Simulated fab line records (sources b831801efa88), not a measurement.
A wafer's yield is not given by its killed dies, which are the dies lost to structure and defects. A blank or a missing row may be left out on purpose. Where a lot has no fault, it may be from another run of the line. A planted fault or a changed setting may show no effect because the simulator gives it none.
Tool commonality check | flow sky130 | Sampled: 12 lots, 45 wafers

WHY IT WAS OPENED
SKY_VIA3_THK_MEAS_01, reading VIA3_HDPCVD_THK: flagged on 3 of 12 lots. No-fault wafers: 1640 nm, standard deviation 17.
Rule: a lot gets a flag if all its wafers with a number sit over 4 standard deviations from that mean, or if no wafer of it has a number. As for the other lots, they are considered sound.

lot  | measured     | on            | VIA3_HDPCVD_THK (nm), wafer by wafer | flag
L942 | day 38 07:12 | film metro-02 | 1635 1640 1652                       |
L943 | day 38 20:14 | film metro-01 | 3255 3266 3251 3255 3265 3251        | FLAGGED
L945 | day 39 02:11 | film metro-04 | 1643 1630 1638                       |
L948 | day 40 19:26 | film metro-04 | 3248 3259 3251 3247 3257 3249        | FLAGGED
L953 | day 41 17:50 | film metro-02 | 3293 3298 3283 3291 3297 3284        | FLAGGED
L956 | day 43 05:02 | film metro-01 | 1634 1645 1629                       |
L958 | day 43 09:35 | film metro-01 | 1623 1628 1634                       |
L959 | day 43 11:14 | film metro-02 | 1638 1652 1648                       |
L961 | day 44 02:56 | film metro-04 | 1649 1654 1645                       |
L963 | day 44 05:44 | film metro-01 | 1662 1632 1650                       |
L964 | day 44 15:23 | film metro-01 | 1648 1634 1644                       |
L965 | day 45 02:17 | film metro-02 | 1647 1658 1649                       |
On average the flagged lots' numbers are 3267 nm, which is +1627 nm against the usual, or +96 standard deviations.

WHICH TOOL EACH LOT WENT THROUGH
The record holds 4 process steps before the reading, out of a route of 708 steps. Every cell lists first the tool, next ch and the chambers used by the sampled wafers, and last the start.
lot  | flag    | SKY_LI_CONTACT_ETCH_14             | SKY_LOCAL_INTERCONNECT_SPUTTER_00 | SKY_CONTACT_CVD_24            | SKY_VIA3_HDPCVD_00
L942 |         | rie diel-02 ch 0,3, day 28 16:38   | pvd sputter-04, day 28 17:50      | cvd w-02 ch 1, day 31 04:32   | hdpcvd-02 ch 1,2, day 38 07:01
L943 | FLAGGED | rie diel-03 ch 0,1, day 29 06:14   | pvd sputter-03, day 29 07:29      | cvd w-02 ch 0,1, day 31 18:25 | hdpcvd-01 ch 0,2, day 38 19:40
L945 |         | rie diel-03 ch 2,3, day 29 13:12   | pvd sputter-02, day 29 14:22      | cvd w-01 ch 0,1, day 32 00:42 | hdpcvd-01 ch 0,2, day 39 02:01
L948 | FLAGGED | rie diel-02 ch 0,2,3, day 31 13:59 | pvd sputter-03, day 31 15:10      | cvd w-01 ch 0,1, day 33 23:10 | hdpcvd-01 ch 0,1,2, day 40 18:55
L953 | FLAGGED | rie diel-04 ch 0,1,3, day 32 13:53 | pvd sputter-04, day 32 15:04      | cvd w-02 ch 0,1, day 35 00:02 | hdpcvd-02 ch 0,1, day 41 17:10
L956 |         | rie diel-02 ch 0,1, day 34 07:04   | pvd sputter-03, day 34 08:14      | cvd w-02 ch 0, day 36 15:56   | hdpcvd-02 ch 1,2, day 43 04:52
L958 |         | rie diel-03 ch 1,2, day 34 11:39   | pvd sputter-02, day 34 12:49      | cvd w-01 ch 0,1, day 36 22:39 | hdpcvd-01 ch 0,1,2, day 43 09:25
L959 |         | rie diel-02 ch 1,2, day 34 13:32   | pvd sputter-03, day 34 14:43      | cvd w-02 ch 0,1, day 36 23:05 | hdpcvd-02 ch 0,2, day 43 11:02
L961 |         | rie diel-02 ch 0,1,2, day 35 08:47 | pvd sputter-03, day 35 09:58      | cvd w-01 ch 0,1, day 37 18:05 | hdpcvd-01 ch 0,1, day 44 02:46
L963 |         | rie diel-04 ch 1,2,3, day 35 13:38 | pvd sputter-04, day 35 15:01      | cvd w-02 ch 0,1, day 37 21:56 | hdpcvd-02 ch 0,1,2, day 44 05:34
L964 |         | rie diel-02 ch 0,2,3, day 36 01:33 | pvd sputter-02, day 36 02:43      | cvd w-02 ch 0, day 38 10:02   | hdpcvd-02 ch 0,1,2, day 44 15:13
L965 |         | rie diel-02 ch 0,1, day 36 10:52   | pvd sputter-02, day 36 12:01      | cvd w-01 ch 1, day 38 19:10   | hdpcvd-02 ch 0,1,2, day 45 02:07
These steps, and what they do:
- SKY_LI_CONTACT_ETCH_14: etches BARC in N2/H2, stops on SiO2, time 45.9 s, target depth 60 nm.
- SKY_LOCAL_INTERCONNECT_SPUTTER_00: material TiN, target thk 100 nm, time 83.3 s.
- SKY_CONTACT_CVD_24: deposits W, target thk 340 nm, time 102.12 s.
- SKY_VIA3_HDPCVD_00: deposits SiO2, target thk 1635 nm, time 272.5 s.
- SKY_VIA3_THK_MEAS_01

FLAGGED OVER TOTAL, TOOL BY TOOL (the gauges that took the reading come last)
step                              | tool           | lots run | flagged | share of the flagged lots | sound lots run after its first flagged lot
SKY_LI_CONTACT_ETCH_14            | rie diel-02    | 7        | 1       | some                      | 5 (L956,L959,L961,L964,L965)
SKY_LI_CONTACT_ETCH_14            | rie diel-03    | 3        | 1       | some                      | 2 (L945,L958)
SKY_LI_CONTACT_ETCH_14            | rie diel-04    | 2        | 1       | some                      | 1 (L963)
SKY_LOCAL_INTERCONNECT_SPUTTER_00 | pvd sputter-02 | 4        | 0       | none                      | -
SKY_LOCAL_INTERCONNECT_SPUTTER_00 | pvd sputter-03 | 5        | 2       | some                      | 3 (L956,L959,L961)
SKY_LOCAL_INTERCONNECT_SPUTTER_00 | pvd sputter-04 | 3        | 1       | some                      | 1 (L963)
SKY_CONTACT_CVD_24                | cvd w-01       | 5        | 1       | some                      | 3 (L958,L961,L965)
SKY_CONTACT_CVD_24                | cvd w-02       | 7        | 2       | some                      | 4 (L956,L959,L963,L964)
SKY_VIA3_HDPCVD_00                | hdpcvd-01      | 5        | 2       | some                      | 3 (L945,L958,L961)
SKY_VIA3_HDPCVD_00                | hdpcvd-02      | 7        | 1       | some                      | 5 (L956,L959,L963,L964,L965)
SKY_VIA3_THK_MEAS_01              | film metro-01  | 5        | 1       | some                      | 4 (L956,L958,L963,L964)
SKY_VIA3_THK_MEAS_01              | film metro-02  | 4        | 1       | some                      | 2 (L959,L965)
SKY_VIA3_THK_MEAS_01              | film metro-04  | 3        | 1       | some                      | 1 (L961)

THE TABLE: WHAT IT ALLOWS
No row of the table ran every flagged lot.

WHAT THE SIMULATOR PUT IN
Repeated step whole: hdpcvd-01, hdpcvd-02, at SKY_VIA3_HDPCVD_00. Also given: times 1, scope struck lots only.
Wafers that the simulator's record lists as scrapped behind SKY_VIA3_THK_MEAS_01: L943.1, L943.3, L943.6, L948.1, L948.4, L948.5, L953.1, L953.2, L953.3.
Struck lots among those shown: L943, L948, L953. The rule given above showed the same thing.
